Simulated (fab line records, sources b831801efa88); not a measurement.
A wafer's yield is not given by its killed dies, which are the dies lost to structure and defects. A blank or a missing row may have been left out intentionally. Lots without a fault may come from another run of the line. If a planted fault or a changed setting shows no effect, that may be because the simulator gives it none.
Problem report in the 8D (eight disciplines) form, filled by code -- flow sky130 -- the parts of the form that need people (team, actions taken, sign-off) are left out

== 1. WHAT IS WRONG ==
Mean of killed at front end at SKY_PAD_OPEN_PROBE_99: 69 across 6 wafers in 2 lots; on wafers with no fault it is 15 (standard deviation 4.3). Measured from the usual mean, that is +13 standard deviations.
Earliest sighting: wafer L257.1 on prober-01 at day 50 03:33. The record has a number at this step for 6 wafers belonging to 2 lots. The rule behind "out" and "out of limits": a value lying over 4 standard deviations away from the usual mean. All remaining wafers that have a number are taken as sound.

== 2. WHAT IT IS, WHAT IT ISN'T ==
question,is,is not
which readings at this step,killed at front end,"killed_at_M0_to_M3, killed_at_M4_up, killed at contacts, killed at other, killed open, killed short"
which lots,"L257, L259",-
which wafers of those lots,all that have a number,-
read on which tools,prober-01,-
when,from day 50 03:33,up to then (0 sound wafers)

== 3. WHAT RULES OUT EACH SUSPECT ==
Counting: a tool at a process step up to the reading stays a suspect if it ran every lot that is out and no sound lot after the first of them.
- plasma asher-03 at SKY_VT_ADJUST_HVTP_STRIP_10 (strips in O2/N2): kept. It ran every lot that is out, first L257 (day 11 00:17), and no sound lot after that.
- prober-01 at SKY_PAD_OPEN_PROBE_99: kept. It ran every lot that is out, first L257 (day 50 03:33), and no sound lot after that. Its own killed at front end readings are out on those wafers.
After counting, plasma asher-03 at SKY_VT_ADJUST_HVTP_STRIP_10 and prober-01 at SKY_PAD_OPEN_PROBE_99 remain.

== 4. THE CAUSE (what the simulator had put in) ==
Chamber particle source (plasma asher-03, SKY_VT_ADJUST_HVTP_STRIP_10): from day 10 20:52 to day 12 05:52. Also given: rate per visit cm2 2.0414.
This tool is one of the 2 suspects left after counting.

== 5. THE EFFECT CHAIN, in route order ==
Rows list readings where the struck wafers' mean (over those with a number) sits beyond 3 standard deviations from the usual. Only readings whose record carries a usual standard deviation are examined. hours: median over the lots of the time between each lot's start at the first step of this table that gives one and its start at this step. sigmas: the change, counted in usual standard deviations.
hours,step,reading,usual,on struck wafers,change,sigmas
0,SKY_PAD_OPEN_PROBE_99,killed at front end,15,69,+54,+13
0,SKY_PAD_OPEN_PROBE_99,killed dies,87,136,+49,+4.4
The process steps in it:
- SKY_PAD_OPEN_PROBE_99

== 6. HOW IT WOULD HAVE BEEN CAUGHT EARLIER ==
In this record no reading fell out of limits until day 50 03:33, 943 hours after the fault had begun at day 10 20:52.
Of the tool readings at SKY_VT_ADJUST_HVTP_STRIP_10 for which the record gives a usual standard deviation, none was out on any struck wafer, so an alarm limit of 4 standard deviations on them would not have fired.
The start of SKY_VT_ADJUST_HVTP_STRIP_10 on plasma asher-03 came by day 50 03:33 for every one of the lots that are out (2). None of them would have been spared by holding the tool at that moment.
